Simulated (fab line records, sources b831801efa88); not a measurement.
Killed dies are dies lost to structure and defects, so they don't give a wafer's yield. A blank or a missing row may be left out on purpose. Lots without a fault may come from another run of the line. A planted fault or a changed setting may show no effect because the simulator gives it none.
Chamber matching | flow sky130 | SKY_VIA3_CMP_24 on cmp-02: 4 sister chambers
The step polishes, stops on SiO2, t overpolish 20 s, target thk 0 nm. 36 wafers are shown with their chamber, then 12 later ones without.

WAFERS WITH THEIR CHAMBER
wafer  | chamber | motor_current_A (A) | time_to_endpoint_s (s) | overpolish_run_s (s)
L074.2 | 0       | 13.0                | 89                     | 20.020
L074.4 | 2       | 10.3                | 94                     | 19.997
L074.6 | 1       | 9.7                 | 95                     | 19.995
L076.1 | 3       | 12.6                | 98                     | 20.002
L076.2 | 0       | 12.6                | 91                     | 20.007
L076.5 | 3       | 11.9                | 97                     | 19.999
L076.3 | 1       | 9.6                 | 95                     | 20.012
L076.4 | 2       | 10.6                | 94                     | 20.009
L076.6 | 0       | 11.4                | 88                     | 19.991
L079.1 | 1       | 10.0                | 92                     | 20.005
L079.2 | 2       | 9.5                 | 94                     | 20.009
L079.3 | 0       | 13.2                | 90                     | 20.001
L081.1 | 3       | 12.0                | 98                     | 19.991
L081.2 | 2       | 9.6                 | 96                     | 20.006
L081.4 | 0       | 12.6                | 92                     | 19.987
L081.3 | 1       | 9.3                 | 99                     | 20.010
L081.5 | 0       | 12.6                | 93                     | 20.009
L081.6 | 1       | 9.2                 | 100                    | 19.991
L082.1 | 3       | 11.9                | 104                    | 20.007
L082.4 | 1       | 8.8                 | 110                    | 20.005
L082.5 | 1       | 9.7                 | 104                    | 20.004
L083.1 | 1       | 9.4                 | 102                    | 20.009
L083.4 | 0       | 12.5                | 96                     | 19.997
L083.5 | 1       | 9.3                 | 101                    | 20.003
L087.1 | 3       | 11.7                | 99                     | 20.015
L087.3 | 1       | 8.8                 | 101                    | 19.994
L087.4 | 0       | 12.1                | 93                     | 19.992
L086.2 | 2       | 10.2                | 99                     | 19.997
L086.5 | 2       | 10.2                | 97                     | 20.004
L086.6 | 3       | 11.7                | 100                    | 20.005
L086.1 | 0       | 12.2                | 95                     | 20.004
L086.3 | 3       | 12.5                | 99                     | 19.989
L086.4 | 1       | 9.5                 | 101                    | 20.010
L090.2 | 2       | 10.0                | 102                    | 20.003
L090.5 | 2       | 10.4                | 106                    | 19.991
L090.6 | 3       | 12.1                | 103                    | 20.005

SIGNATURES (means of the wafers above)
reading            | chamber 0 | chamber 1 | chamber 2 | chamber 3 | scatter within a chamber
motor_current_A    | 12.467    | 9.391     | 10.100    | 12.050    | 0.411
time_to_endpoint_s | 91.89     | 100.00    | 97.75     | 99.75     | 3.84
overpolish_run_s   | 20.00089  | 20.00345  | 20.00200  | 20.00163  | 0.00824
Rule: a wafer's distance from a chamber is the root of the sum, over the readings, of the square of ((its reading less the chamber's mean) divided by the reading's scatter). The wafer belongs to the nearest chamber; if the next one is less than 2 further off, it can't be placed. The scatter: the root of (the sum of the squares of (reading less its chamber's mean) over the shown wafers, divided by (wafers less chambers)).

WAFERS WITHOUT THEIR CHAMBER
wafer  | motor_current_A (A) | time_to_endpoint_s (s) | overpolish_run_s (s)
L090.1 | 12.4                | 101                    | 20.003
L090.3 | 12.3                | 107                    | 20.016
L090.4 | 9.5                 | 108                    | 19.992
L092.2 | 12.9                | 95                     | 20.006
L092.3 | 12.0                | 104                    | 19.994
L092.5 | 11.9                | 98                     | 19.997
L092.1 | 9.5                 | 100                    | 20.021
L092.4 | 10.1                | 99                     | 20.007
L092.6 | 11.8                | 92                     | 19.995
L091.1 | 11.9                | 93                     | 19.984
L091.5 | 11.9                | 89                     | 20.011
L091.6 | 12.1                | 99                     | 19.995

WHICH CHAMBER EACH WENT THROUGH
wafer  | from the rows above     | in truth
L090.1 | can't be placed: 3 or 0 | 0
L090.3 | can't be placed: 3 or 0 | 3
L090.4 | can't be placed: 1 or 2 | 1
L092.2 | can't be placed: 0 or 3 | 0
L092.3 | 3                       | 3
L092.5 | can't be placed: 3 or 0 | 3
L092.1 | can't be placed: 1 or 2 | 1
L092.4 | can't be placed: 2 or 1 | 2
L092.6 | can't be placed: 0 or 3 | 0
L091.1 | can't be placed: 0 or 3 | 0
L091.5 | can't be placed: 0 or 3 | 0
L091.6 | can't be placed: 3 or 0 | 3
Placed correctly: 1 of 12. Can't be placed from these rows: 11 (the true chamber is among the candidates in 11). Placed wrongly: 0.
